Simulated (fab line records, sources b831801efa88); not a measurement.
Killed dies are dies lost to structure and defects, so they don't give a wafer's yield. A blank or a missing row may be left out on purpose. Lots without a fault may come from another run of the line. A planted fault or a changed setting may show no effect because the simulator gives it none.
Tool commonality check | flow gf180mcu | 13 lots, 51 wafers sampled

WHY IT WAS OPENED
At GF_HV_LDD_OVL_MEAS_08 the reading HV_LDD_OVL is flagged on 4 of 13 lots. Wafers without a fault read -0.2 nm, standard deviation 1.3.
Rule: a lot is flagged when every wafer of it that has a number lies more than 4 standard deviations from that mean, or none has a number. The other lots count as sound.

lot  | measured     | on         | HV_LDD_OVL (nm), wafer by wafer     | flag
L763 | day 9 23:37  | overlay-01 | -0.8 -0.5 -0.9                      |
L764 | day 10 13:28 | overlay-01 | -0.3 -1.3 -0.1                      |
L765 | day 11 04:33 | overlay-02 | 1.5 1.2 1.0                         |
L766 | day 11 05:14 | overlay-02 | 0.1 0.4 0.1                         |
L767 | day 11 14:56 | overlay-02 | 160.8 160.8 162.5 162.0 162.0 163.8 | FLAGGED
L770 | day 12 12:33 | overlay-01 | 160.9 160.3 161.1 162.0 161.7 161.8 | FLAGGED
L771 | day 12 16:01 | overlay-01 | 160.9 160.5 161.5 162.0 161.7 162.4 | FLAGGED
L772 | day 12 17:59 | overlay-02 | 160.3 160.3 161.2 161.9 161.3 162.4 | FLAGGED
L776 | day 13 23:54 | overlay-01 | -0.1 0.1 1.0                        |
L782 | day 15 15:20 | overlay-01 | -1.1 -1.6 -0.3                      |
L783 | day 15 21:13 | overlay-01 | 1.0 2.2 0.1                         |
L784 | day 16 09:41 | overlay-01 | 0.0 0.8 1.4                         |
L785 | day 16 14:13 | overlay-01 | -0.6 -0.1 0.7                       |
The numbers of the flagged lots are 161.5 nm on average: +161.7 nm against the usual, or +99 or more standard deviations.

WHICH TOOL RAN EACH LOT
The record holds 3 process steps before the reading, out of a route of 602 steps. In each cell: the tool, then ch and the chambers that the sampled wafers went through, then the start.
lot  | flag    | GF_POLY_GATE_ETCH_12               | GF_POLY_GATE_STRIP_14                | GF_HV_LDD_EXPOSE_04
L763 |         | rie_diel-02 ch 0,3, day 9 02:27    | plasma_asher-02 ch 0,1, day 9 02:33  | iline_stepper-01 ch 0, day 9 16:08
L764 |         | rie_diel-01 ch 0,3, day 9 13:15    | plasma_asher-02 ch 0,1, day 9 13:21  | iline_stepper-01 ch 0, day 10 04:29
L765 |         | rie_diel-04 ch 0,3, day 10 04:58   | plasma_asher-02 ch 0,1, day 10 05:05 | iline_stepper-01 ch 0, day 10 19:40
L766 |         | rie_diel-02 ch 0,1,3, day 10 04:13 | plasma_asher-01 ch 0,1, day 10 04:20 | iline_stepper-02 ch 0, day 10 20:04
L767 | FLAGGED | rie_diel-02 ch 1,2,3, day 10 17:52 | plasma_asher-03 ch 0,1, day 10 17:58 | iline_stepper-01 ch 0, day 11 05:31
L770 | FLAGGED | rie_diel-02 ch 1,3, day 11 14:53   | plasma_asher-02 ch 0,1, day 11 15:00 | iline_stepper-01 ch 0, day 12 03:55
L771 | FLAGGED | rie_diel-02 ch 0,1, day 11 19:28   | plasma_asher-03 ch 0,1, day 11 19:37 | iline_stepper-01 ch 0, day 12 07:07
L772 | FLAGGED | rie_diel-04 ch 0,3, day 11 21:59   | plasma_asher-02 ch 0,1, day 11 22:06 | iline_stepper-01 ch 0, day 12 09:35
L776 |         | rie_diel-04 ch 1,3, day 13 01:50   | plasma_asher-01 ch 0,1, day 13 01:59 | iline_stepper-02 ch 0, day 13 13:03
L782 |         | rie_diel-04 ch 1,2,3, day 14 16:01 | plasma_asher-01 ch 0, day 14 16:08   | iline_stepper-02 ch 0, day 15 04:27
L783 |         | rie_diel-02 ch 0,2,3, day 14 21:49 | plasma_asher-02 ch 0,1, day 14 21:55 | iline_stepper-02 ch 0, day 15 09:59
L784 |         | rie_diel-04 ch 1,2,3, day 15 07:37 | plasma_asher-03 ch 0, day 15 07:44   | iline_stepper-02 ch 0, day 15 23:05
L785 |         | rie_diel-02 ch 0,2,3, day 15 14:43 | plasma_asher-03 ch 0,1, day 15 14:52 | iline_stepper-02 ch 0, day 16 03:37
What these steps do:
- GF_POLY_GATE_ETCH_12: etches BARC in N2/H2.
- GF_POLY_GATE_STRIP_14: strips in O2/N2.
- GF_HV_LDD_EXPOSE_04: exposes mask Nplus LV AREA, target cd 400 nm.
- GF_HV_LDD_OVL_MEAS_08

FLAGGED OVER TOTAL, TOOL BY TOOL (the gauges that took the reading come last)
step                  | tool             | lots run | flagged | share of the flagged lots | sound lots run after its first flagged lot
GF_POLY_GATE_ETCH_12  | rie_diel-01      | 1        | 0       | none                      | -
GF_POLY_GATE_ETCH_12  | rie_diel-02      | 7        | 3       | some                      | 2 (L783,L785)
GF_POLY_GATE_ETCH_12  | rie_diel-04      | 5        | 1       | some                      | 3 (L776,L782,L784)
GF_POLY_GATE_STRIP_14 | plasma_asher-01  | 3        | 0       | none                      | -
GF_POLY_GATE_STRIP_14 | plasma_asher-02  | 6        | 2       | some                      | 1 (L783)
GF_POLY_GATE_STRIP_14 | plasma_asher-03  | 4        | 2       | some                      | 2 (L784,L785)
GF_HV_LDD_EXPOSE_04   | iline_stepper-01 | 7        | 4       | all                       | 0
GF_HV_LDD_EXPOSE_04   | iline_stepper-02 | 6        | 0       | none                      | -
GF_HV_LDD_OVL_MEAS_08 | overlay-01       | 9        | 2       | some                      | 5 (L776,L782,L783,L784,L785)
GF_HV_LDD_OVL_MEAS_08 | overlay-02       | 4        | 2       | some                      | 0

WHAT THE TABLE ALLOWS
1 row of the table ran every flagged lot: iline_stepper-01 at GF_HV_LDD_EXPOSE_04.
- iline_stepper-01 at GF_HV_LDD_EXPOSE_04: 4 of its 7 lots flagged. Its last sound lot is L765 (day 10 19:40), its first flagged lot L767 (day 11 05:31): a fault that began between those two fits.
One tool is left: iline_stepper-01 at GF_HV_LDD_EXPOSE_04.

WHAT THE SIMULATOR HAD PUT IN
Scanner matching overlay: iline_stepper-01, from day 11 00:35 on, at GF_HV_LDD_EXPOSE_04. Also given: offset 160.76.
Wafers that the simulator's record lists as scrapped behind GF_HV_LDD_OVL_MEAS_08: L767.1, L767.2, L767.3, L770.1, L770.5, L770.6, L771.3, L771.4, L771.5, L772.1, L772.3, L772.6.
Lots struck among those shown: L767, L770, L771, L772. The rule above found the same.
